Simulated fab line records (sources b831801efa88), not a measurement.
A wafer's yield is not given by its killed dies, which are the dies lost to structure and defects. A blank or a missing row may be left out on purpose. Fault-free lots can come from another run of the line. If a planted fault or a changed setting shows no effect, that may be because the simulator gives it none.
A single fault, viewed from 2 desks | flow gf180mcu | only its own numbers are on each desk; what lay behind them is given at the end

## FOR THE TOOL OWNER'S DESK: wet bench-02
The tool's own readings at GF_STI_WET_ETCH_27 (etches Si3N4 in H3PO4, target depth 160 nm, time 1825 s): means of the sampled wafers that have a number, for each lot that ran on this tool. Marked OUT: a lot whose mean sits more than 4 standard deviations from the usual mean, which makes it out of limits; the brackets give that distance.
Columns: A = run length s at GF_STI_WET_ETCH_27, usual 1852 s
lot  | first seen here | A
L570 | day 3 17:16     | 1858
L573 | day 4 09:15     | 1851
L584 | day 6 22:13     | 2247 (+99 or more) OUT
Finding of this desk: L584 out of limits; the first was L584 at day 6 22:13, on run length s at GF_STI_WET_ETCH_27. Within limits: L570, L573.

## AT THE METROLOGY DESK
Lot by lot, what the gauges showed, no matter which tool ran the lot: averages of those sampled wafers that carry a number. Marked OUT: a lot whose mean sits more than 4 standard deviations from the usual mean, which makes it out of limits; the brackets give that distance.
Columns: A = NWELL_OVL at GF_NWELL_OVL_MEAS_07, usual -1.1 nm
lot  | first seen here | A
L565 | day 3 20:31     | -0.9
L566 | day 3 23:29     | 0.4
L567 | day 4 03:47     | 1.0
L568 | day 4 09:28     | -1.1
L570 | day 4 21:34     | -2.0
L571 | day 5 07:13     | -1.1
L573 | day 5 19:44     | -2.0
L574 | day 6 05:47     | -1.2
L576 | day 6 18:04     | -1.6
L577 | day 6 18:17     | -0.7
L578 | day 7 04:49     | 0.3
L584 | day 8 08:41     | -2.6
L586 | day 8 20:31     | -2.0
This desk found nothing out of limits on any of the 13 lots.

## TAKEN TOGETHER
The tool owner's desk could have raised an alarm at day 6 22:13, on L584.
Metrology desk: nothing out of limits seen.
The metrology desk holds a record of L584, inside its limits.
Every lot named ran GF_STI_WET_ETCH_27 on wet bench-02.

## WHAT HAD BEEN PUT IN BY THE SIMULATOR
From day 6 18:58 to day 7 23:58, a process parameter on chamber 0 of wet bench-02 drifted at GF_STI_WET_ETCH_27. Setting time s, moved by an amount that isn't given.
Lots struck among those shown: L584.
Time in hours from fault onset to the first out-of-limits reading at each desk: the tool owner's desk, 3.
